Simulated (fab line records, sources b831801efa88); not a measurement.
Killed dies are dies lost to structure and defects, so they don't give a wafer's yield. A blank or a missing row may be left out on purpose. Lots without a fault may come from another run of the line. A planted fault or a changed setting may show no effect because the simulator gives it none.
A struck lot beside a sound one | flow sky130 | 15 steps out of a route of 708
Sound: wafers L969.3, L969.4, L969.6. Struck: wafers L982.4, L982.5, L982.6. The cause comes at the end.
At each step with rows: each side's tool, then ch and its chambers, then its first start. Under that, the readings that differ: sound wafers | struck wafers | difference of the means | sigmas: that difference in standard deviations of wafers without a fault.
alike: readings whose means differ by less than 2 such deviations, and words and numbers that are the same on both sides. not compared: withheld readings, readings that some wafer has no value for, bounds like >300 that may hide the same value, and numbers for which the record gives no deviation and whose values overlap.
The two part at a step that has a row with sigmas, a row that says differs or no value, or rows on one side only. Numbers that don't overlap but have no deviation are shown without sigmas and don't part them. A reading that every wafer of one side lacks parts them only if that side has two wafers or more.

first, 2 steps without rows for these wafers: SKY_VT_ADJUST_LVTN_PEB_05; SKY_VT_ADJUST_LVTN_DEVELOP_06 (develop time 60 s).
SKY_VT_ADJUST_LVTN_OVL_MEAS_07:
  sound on overlay-02, day 7 14:08; struck on overlay-02, day 11 07:53
  alike: VT_ADJUST_LVTN_OVL
then, 1 step without rows for these wafers: SKY_VT_ADJUST_LVTN_IMPLANT_08.
SKY_VT_ADJUST_LVTN_STRIP_09: strips in O2/N2.
  sound on plasma_asher-03 ch 0,1, day 7 14:21; struck on plasma_asher-01 ch 0,1, day 11 08:06
  alike: drypump_motor_current_A, oes_product_au, strip_time_to_endpoint_s
  not compared: rf_hours_counter_h
SKY_VT_ADJUST_LVTN_TW_MEAS_10:
  sound on film_metro-02, day 7 14:26; struck on film_metro-01, day 11 08:11
  alike: VT_ADJUST_LVTN_TW
then, 6 steps without rows for these wafers: SKY_VT_ADJUST_LVTN_DEHYDRATE_11 (time 60 s); SKY_VT_ADJUST_LVTN_HMDS_12 (prime time 60 s); SKY_VT_ADJUST_LVTN_COAT_13 (resist thk 1140 nm); SKY_VT_ADJUST_LVTN_SOFTBAKE_14 (time 60 s); SKY_VT_ADJUST_LVTN_EXPOSE_15 (exposes mask HVN STD DERIVED, target cd 600 nm); SKY_VT_ADJUST_LVTN_PEB_16.
SKY_VT_ADJUST_LVTN_DEVELOP_17: develop time 60 s.
  sound on litho_track-03 ch 0, day 8 09:49; struck on litho_track-03 ch 0, day 12 08:20
  reading              | sound             | struck            | difference | sigmas
  developer_temp_C (C) | 23.14 23.21 23.10 | 25.25 25.36 25.22 | +2.13      | +19
  alike: resist_line_temp_C
SKY_VT_ADJUST_LVTN_OVL_MEAS_18:
  sound on overlay-01, day 8 09:56; struck on overlay-02, day 12 08:26
  alike: VT_ADJUST_LVTN_01_OVL
-- the record jumps here: 37 days lie between the struck wafers' starts before and after (it left off in module VT_ADJUST_LVTN and takes up again in module PAD_OPEN, whose first step shown is number 708 of the route) --
SKY_PAD_OPEN_PROBE_99:
  sound on prober-02, day 46 19:18; struck on prober-02, day 49 17:14
  alike: killed_at_M0_to_M3, killed_at_M4_up, killed_at_contacts, killed_at_front_end, killed_at_other, killed_dies, killed_open, killed_short

WHERE THEY PART
Only at SKY_VT_ADJUST_LVTN_DEVELOP_17, within this record. Later steps at which nothing parts them and some readings are alike: SKY_VT_ADJUST_LVTN_OVL_MEAS_18, SKY_PAD_OPEN_PROBE_99.

WHY: what the simulator had put in
Process parameter drift: litho_track-03, from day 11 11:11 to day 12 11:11, at SKY_VT_ADJUST_LVTN_DEVELOP_17. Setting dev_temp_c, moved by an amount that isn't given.
